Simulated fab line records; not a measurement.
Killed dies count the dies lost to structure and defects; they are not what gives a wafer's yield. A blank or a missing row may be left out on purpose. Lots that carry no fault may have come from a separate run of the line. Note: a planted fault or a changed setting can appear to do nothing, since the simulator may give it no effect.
A struck lot beside a sound one	flow sky130	18 out of 708 route steps
Sound: wafers L254.1, L254.4, L254.5. Struck: wafers L251.2, L251.4, L251.6. The cause comes at the end.
Each step with rows lists, per side, the tool, then ch with its chambers, then its first start. Under that, the readings that differ: sound wafers	struck wafers	difference of the means	sigmas: that difference in standard deviations of wafers without a fault.
alike: readings whose means differ by less than 2 such deviations, and words and numbers that are the same on both sides. not compared: withheld readings, readings that some wafer has no value for, bounds like >300 that may hide the same value, and numbers for which the record gives no deviation and whose values overlap.
The two part at a step that has a row with sigmas, a row that says differs or no value, or rows on one side only. When numbers do not overlap yet have no deviation, they are printed without sigmas and do not part them. Lack of a reading on every wafer of one side parts them only where that side has two or more wafers.

first, 3 steps without rows for these wafers: SKY_LI_CONTACT_EXPOSE_09 (exposes mask LICM1, target cd 170 nm); SKY_LI_CONTACT_PEB_10; SKY_LI_CONTACT_DEVELOP_11 (develop time 60 s).
SKY_LI_CONTACT_CD_MEAS_12: target cd 170 nm.
  sound on cd-sem-01, day 35 06:52; struck on cd-sem-02, day 33 05:59
  alike: cd-nm
SKY_LI_CONTACT_OVL_MEAS_13:
  sound on overlay-02, day 35 06:59; struck on overlay-02, day 33 06:05
  alike: LI_CONTACT_OVL
SKY_LI_CONTACT_ETCH_14: etches BARC in N2/H2, stops on SiO2, time 45.9 s, target depth 60 nm.
  sound on rie-diel-04 ch 0,2,3, day 35 07:02; struck on rie-diel-04 ch 2,3, day 33 06:07
  alike: drypump-motor-current-A, oes-product-au, throttle-valve-pct
  not compared: rf-hours-counter-h
SKY_LI_CONTACT_ETCH_15: etches PSG in C4F8/O2/Ar, stops on Si, target depth 600 nm.
  sound on rie-diel-04 ch 0,2,3, day 35 07:04; struck on rie-diel-04 ch 2,3, day 33 06:10
  alike: oes-product-au
then, 3 steps without rows for these wafers: SKY_LI_CONTACT_STRIP_16 (strips in O2/N2); SKY_LI_CONTACT_CLEAN_17 (cleans in NMP, time 600 s); SKY_LI_CONTACT_PRE_CLEAN_18 (time 5.6 s).
SKY_LI_CONTACT_SPUTTER_19: material Ti, target thk 20 nm, time 106.37 s.
  sound on pvd-sputter-02, day 35 07:28; struck on pvd-sputter-03, day 33 06:32
  alike: substrate-temp-c, throttle-valve-pct
SKY_LI_CONTACT_SPUTTER_20: material TiN, target thk 20 nm, time 80 s.
  sound on pvd-sputter-02, day 35 07:32; struck on pvd-sputter-03, day 33 06:38
  alike: throttle-valve-pct
SKY_LI_CONTACT_CVD_21: deposits W, target thk 400 nm, time 120.56 s.
  sound on cvd-w-02 ch 0,1, day 35 07:36; struck on cvd-w-01 ch 0,1, day 33 06:42
reading	sound	struck	difference	sigmas
susceptor-temp-C (C)	400.06 400.27 400.36	395.35 395.56 395.32	-4.82	-22
model.W_of_LI_CONTACT_CVD_21.thk-nm (nm)	398.5 401.2 402.7	370.4 368.8 369.2	-31.3	
  alike: heater-power-w
SKY_LI_CONTACT_RS_MEAS_22: measures by four-point-probe.
  sound on film-metro-02, day 35 07:44; struck on film-metro-02, day 33 06:50
reading	sound	struck	difference	sigmas
LI_CONTACT_W_RS (ohm/sq)	0.2852 0.2835 0.2835	0.3075 0.3080 0.3084	+0.0239	+9
SKY_LI_CONTACT_THK_MEAS_23: measures by xrf.
  sound on film-metro-02, day 35 07:51; struck on film-metro-02, day 33 06:57
reading	sound	struck	difference	sigmas
LI_CONTACT_W_THK (nm)	399 402 403	375 374 371	-28	-6
SKY_LI_CONTACT_CMP_24: polishes, stops on PSG, t overpolish 20 s, target thk 0 nm.
  sound on cmp-02 ch 1,2, day 35 07:58; struck on cmp-02 ch 1,3, day 33 07:03
reading	sound	struck	difference	sigmas
time-to-endpoint-s (s)	95.6 95.7 94.6	84.3 87.9 88.2	-8.5	-3
  alike: motor-current-A
SKY_LOCAL_INTERCONNECT_SPUTTER_00: material TiN, target thk 100 nm, time 83.3 s.
  sound on pvd-sputter-04, day 35 08:13; struck on pvd-sputter-01, day 33 07:18
  alike: substrate-temp-c, throttle-valve-pct
-- the record jumps here: 15 days lie between the struck wafers' starts before and after (it left off in module LOCAL_INTERCONNECT and takes up again in module PAD_OPEN, whose first step shown is number 708 of the route) --
SKY_PAD_OPEN_PROBE_99:
  sound on prober-01, day 50 02:29; struck on prober-01, day 48 18:26
  alike: killed_at_M0_to_M3, killed_at_M4_up, killed-at-contacts, killed-at-front-end, killed-at-other, killed-dies, killed-on-rim, killed-open, killed-short

WHERE THEY PART
Last at SKY_LI_CONTACT_CMP_24 as far as this record goes, first at SKY_LI_CONTACT_CVD_21. Later steps at which nothing parts them and some readings are alike: SKY_LOCAL_INTERCONNECT_SPUTTER_00, SKY_PAD_OPEN_PROBE_99.

WHY: the cause the simulator had injected
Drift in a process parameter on cvd-w-01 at SKY_LI_CONTACT_CVD_21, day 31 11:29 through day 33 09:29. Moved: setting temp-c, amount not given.
